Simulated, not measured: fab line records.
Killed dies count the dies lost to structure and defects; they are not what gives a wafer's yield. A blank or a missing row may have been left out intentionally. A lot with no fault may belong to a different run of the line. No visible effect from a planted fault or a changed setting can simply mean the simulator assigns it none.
A struck lot beside a sound one + flow sky130 + 36 out of 708 route steps
Sound: wafers L201.1, L201.2, L201.6. Struck: wafers L192.2, L192.3, L192.6. At the end, the cause is stated.
At each step with rows: each side's tool, then ch and its chambers, then its first start. Under that, the readings that differ: sound wafers + struck wafers + difference of the means + sigmas: that difference in standard deviations of wafers without a fault.
alike: readings with means less than 2 such deviations apart, plus words and numbers identical on both sides. not compared: withheld readings, readings lacking a value on some wafer, bounds such as >300 that could conceal the same value, and numbers that have no deviation in the record and whose values overlap.
A row with sigmas, a row that says differs or no value, or rows on one side alone: a step with any of these is where the two part. Numbers that have no deviation but don't overlap get no sigmas and don't part them. A reading that every wafer of one side lacks parts them only if that side has two wafers or more.

first, 10 steps without rows for these wafers: SKY_GATE_OXIDE_COAT_05 (resist thk 1140 nm); SKY_GATE_OXIDE_SOFTBAKE_06 (time 60 s); SKY_GATE_OXIDE_EXPOSE_07 (exposes mask LVOM, target cd 600 nm); SKY_GATE_OXIDE_PEB_08; SKY_GATE_OXIDE_DEVELOP_09 (develop time 60 s); SKY_GATE_OXIDE_IMPLANT_11; SKY_GATE_OXIDE_WET_ETCH_12 (etches SiO2 in dHF, target depth 16.8 nm, time 336 s); SKY_GATE_OXIDE_STRIP_13 (strips in O2/N2); SKY_GATE_OXIDE_CLEAN_15 (cleans in SC1/SC2, time 150 s); SKY_GATE_OXIDE_OXIDATION_16 (stabilise 600 s, purge 300 s, target thk 3.57 nm).
SKY_POLY_GATE_CVD_00: deposits poly-Si, target thk 180 nm, time 720 s.
  sound on lpcvd-01 ch 0, day 21 17:29; struck on lpcvd-01 ch 1, day 18 09:11
| reading                                       | sound                | struck               | difference | sigmas |
|-----------------------------------------------|----------------------|----------------------|------------|--------|
| spike tc bottom C (C)                         | 640.2 642.0 640.5    | 624.0 624.3 625.3    | -16.4      | -12    |
| spike tc centre C (C)                         | 620.9 620.7 621.9    | 600.7 600.7 602.2    | -20.0      | -20    |
| spike tc lower C (C)                          | 619.3 619.1 620.0    | 602.6 602.9 603.3    | -16.5      | -12    |
| spike tc top C (C)                            | 633.6 634.5 632.4    | 619.2 619.2 617.9    | -14.7      | -9     |
| spike tc upper C (C)                          | 620.8 618.9 618.2    | 603.5 602.7 601.9    | -16.6      | -11    |
| susceptor temp C (C)                          | 619.70 619.82 620.11 | 601.41 601.42 601.48 | -18.44     | -66    |
| zone power lower pct (%)                      | 8.72 8.68 8.72       | 7.93 7.90 7.89       | -0.80      | -4     |
| model.poly-Si_of_POLY_GATE_CVD_00.thk nm (nm) | 182.9 180.8 182.7    | 117.2 117.9 118      | -64.4      |        |
SKY_POLY_GATE_THK_MEAS_01:
  sound on film metro-01 at day 21 18:41; struck on film metro-01 at day 18 11:00
| reading                   | sound             | struck            | difference | sigmas |
|---------------------------|-------------------|-------------------|------------|--------|
| POLY_GATE_CVD_00_THK (nm) | 183.0 180.9 182.7 | 117.3 117.9 118.0 | -64.5      | -38    |
then, 9 steps without rows for these wafers: SKY_RES_PROTECT_DEHYDRATE_00 (time 60 s); SKY_RES_PROTECT_HMDS_01 (prime time 60 s); SKY_RES_PROTECT_COAT_02 (resist thk 1140 nm); SKY_RES_PROTECT_SOFTBAKE_03 (time 60 s); SKY_RES_PROTECT_EXPOSE_04 (exposes mask RPM, target cd 1270 nm); SKY_RES_PROTECT_PEB_05; SKY_RES_PROTECT_DEVELOP_06 (develop time 60 s); SKY_POLY_GATE_IMPLANT_02; SKY_RES_PROTECT_STRIP_07 (strips in O2/N2).
SKY_RES_PROTECT_CLEAN_09: cleans in SC1/SC2, time 150 s.
  sound on wet bench-03 ch 1, day 23 00:56; struck on wet bench-02 ch 1, day 19 17:58
| reading                                       | sound           | struck            | difference | sigmas |
|-----------------------------------------------|-----------------|-------------------|------------|--------|
| model.poly-Si_of_POLY_GATE_CVD_00.thk nm (nm) | 182.3 180.1 182 | 116.6 117.2 117.3 | -64.4      |        |
then, 11 steps without rows for these wafers: SKY_POLY_GATE_CVD_03 (deposits Si3N4 from DCS/NH3, target thk 75 nm, time 1290 s); SKY_POLY_GATE_DEHYDRATE_05 (time 60 s); SKY_POLY_GATE_HMDS_06 (prime time 60 s); SKY_POLY_GATE_COAT_07 (resist thk 110 nm); SKY_POLY_GATE_COAT_08 (resist thk 450 nm); SKY_POLY_GATE_SOFTBAKE_09 (time 90 s); SKY_POLY_GATE_EXPOSE_10 (exposes mask P1M, target cd 150 nm); SKY_POLY_GATE_PEB_11; SKY_POLY_GATE_DEVELOP_12 (develop time 60 s); SKY_POLY_GATE_ETCH_15 (etches BARC in N2/H2, stops on SiO2, time 118.5 s, target depth 110 nm); SKY_POLY_GATE_ETCH_16 (etches Si3N4 in CH3F/O2, stops on poly-Si, time 147.5 s, target depth 75 nm).
SKY_POLY_GATE_ETCH_17: etches poly-Si in HBr/Cl2, stops on SiO2, target depth 180 nm, time 70.5 s.
  sound on rie si-02 ch 1,2,3, day 24 07:40; struck on rie si-01 ch 1,3, day 21 02:41
| reading                               | sound             | struck            | difference | sigmas |
|---------------------------------------|-------------------|-------------------|------------|--------|
| oes product au (a.u.)                 | 0.996 0.991 0.999 | 0.750 0.747 0.750 | -0.246     | -35    |
| model.etch.depth nm (nm)              | 178.3 180.1 181.7 | 116.6 117.2 117.3 | -63.0      |        |
| model.POLY_GATE.feature depth nm (nm) | 178.3 180.1 181.7 | 116.6 117.2 117.3 | -63.0      |        |
  alike: HBr_flow_sccm, drypump motor current A, throttle valve pct
  not compared: rf hours counter h
then, 1 step without rows for these wafers: SKY_POLY_GATE_STRIP_18 (strips in O2/N2).
-- record jumps: 28 days separate the struck wafers' starts on either side; left off in module POLY_GATE, taken up again in module PAD_OPEN, whose first shown step is the route's number 708 --
SKY_PAD_OPEN_PROBE_99:
  sound on prober-02 at day 50 14:38; struck on prober-01 at day 48 19:22
| reading                             | sound             | struck            | difference | sigmas |
|-------------------------------------|-------------------|-------------------|------------|--------|
| model.etest.res high po.line ohm um | 711.4 738.5 726.6 | 1104 1051 1080    | +353       |        |
| model.etest.res poly.line ohm um    | 486.8 521.5 501.9 | 771.8 766.5 784.3 | +270.8     |        |
| model.etest.tip sonos.rs ohm sq     | 2641 2642 2603    | 2510 2542 2554    | -93        |        |
| model.etest.res high po.rs ohm sq   | 248.8 255.6 257.3 | 388.8 366.9 376.4 | +123.5     |        |
| model.etest.res poly.rs ohm sq      | 46.3 47.07 47.33  | 73.91 71.72 72.32 | +25.75     |        |
| model.etest.cap li to poly.c af um2 | 103.7 98.75 97.68 | 87.08 84.3 83.17  | -15.19     |        |
| model.etest.tip n.rs ohm sq         | 444.7 438.5 441.6 | 427.9 432.5 427.5 | -12.3      |        |
  alike: killed_at_M0_to_M3, killed_at_M4_up, killed at contacts, killed at front end, killed at other, killed dies, killed open, killed short
  not compared: model.etest.res pwde under gate.rs ohm sq

WHERE THEY PART
First at SKY_POLY_GATE_CVD_00; last, within this record, at SKY_POLY_GATE_ETCH_17. Later steps at which nothing parts them and some readings are alike: SKY_PAD_OPEN_PROBE_99.

WHY: what the simulator had put in
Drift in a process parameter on lpcvd-01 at SKY_POLY_GATE_CVD_00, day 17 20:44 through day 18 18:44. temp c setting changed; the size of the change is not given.
